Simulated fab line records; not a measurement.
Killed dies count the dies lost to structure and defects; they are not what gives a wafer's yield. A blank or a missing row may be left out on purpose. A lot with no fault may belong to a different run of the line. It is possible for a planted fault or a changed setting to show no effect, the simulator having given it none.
Matching of chambers / flow sfqLine / SFQ_TRILAYER_I2_CMP_CMP_064 on cmp-02 has 4 sister chambers
The step polishes SiO2. 14 wafers are shown with their chamber, then 7 later ones without.

== EACH WAFER AND ITS CHAMBER ==
wafer=L471.1; chamber=3; motorCurrentA (A)=8.7; timeToEndpointS (s)=212
wafer=L471.3; chamber=2; motorCurrentA (A)=11.5; timeToEndpointS (s)=231
wafer=L471.4; chamber=1; motorCurrentA (A)=10.2; timeToEndpointS (s)=227
wafer=L477.4; chamber=2; motorCurrentA (A)=11.5; timeToEndpointS (s)=229
wafer=L477.3; chamber=0; motorCurrentA (A)=10.6; timeToEndpointS (s)=219
wafer=L477.6; chamber=2; motorCurrentA (A)=11.4; timeToEndpointS (s)=226
wafer=L483.1; chamber=1; motorCurrentA (A)=10.3; timeToEndpointS (s)=214
wafer=L483.4; chamber=2; motorCurrentA (A)=11.8; timeToEndpointS (s)=219
wafer=L483.3; chamber=0; motorCurrentA (A)=11.1; timeToEndpointS (s)=215
wafer=L484.3; chamber=0; motorCurrentA (A)=11.4; timeToEndpointS (s)=206
wafer=L484.5; chamber=1; motorCurrentA (A)=10.3; timeToEndpointS (s)=216
wafer=L484.6; chamber=2; motorCurrentA (A)=11.3; timeToEndpointS (s)=206
wafer=L486.4; chamber=2; motorCurrentA (A)=11.9; timeToEndpointS (s)=223
wafer=L486.3; chamber=1; motorCurrentA (A)=10.4; timeToEndpointS (s)=216

SIGNATURES (averages over the wafers above)
reading=motorCurrentA; chamber 0=11.033; chamber 1=10.300; chamber 2=11.567; chamber 3=8.700; scatter within a chamber=0.249
reading=timeToEndpointS; chamber 0=213.33; chamber 1=218.25; chamber 2=222.33; chamber 3=212.00; scatter within a chamber=7.78
Rule: for a wafer and a chamber, the distance is found by dividing, reading by reading, the gap between the wafer's reading and the chamber's mean by the reading's scatter, squaring, summing and taking the root. The wafer belongs to the nearest chamber; if the next one is less than 2 further off, it can't be placed. The scatter is the square root of a quotient: the sum, over the shown wafers, of each reading's squared deviation from its chamber's mean, divided by wafers minus chambers.

== WAFERS WHOSE CHAMBER IS MISSING ==
wafer=L486.6; motorCurrentA (A)=12.5; timeToEndpointS (s)=224
wafer=L489.1; motorCurrentA (A)=9.8; timeToEndpointS (s)=220
wafer=L489.5; motorCurrentA (A)=10.6; timeToEndpointS (s)=215
wafer=L489.6; motorCurrentA (A)=8.5; timeToEndpointS (s)=212
wafer=L490.1; motorCurrentA (A)=8.7; timeToEndpointS (s)=204
wafer=L490.2; motorCurrentA (A)=10.8; timeToEndpointS (s)=212
wafer=L490.6; motorCurrentA (A)=10.3; timeToEndpointS (s)=217

== WHICH CHAMBER EACH WENT THROUGH ==
wafer=L486.6; from the rows above=2; in truth=2
wafer=L489.1; from the rows above=1; in truth=1
wafer=L489.5; from the rows above=can't be placed: 1 or 0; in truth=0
wafer=L489.6; from the rows above=3; in truth=3
wafer=L490.1; from the rows above=3; in truth=3
wafer=L490.2; from the rows above=can't be placed: 0 or 1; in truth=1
wafer=L490.6; from the rows above=1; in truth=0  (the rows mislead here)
Correct placement for 4 of the 7. Unplaceable from these rows: 2, with the true chamber sitting among the candidates in 2. 1 placed wrongly.
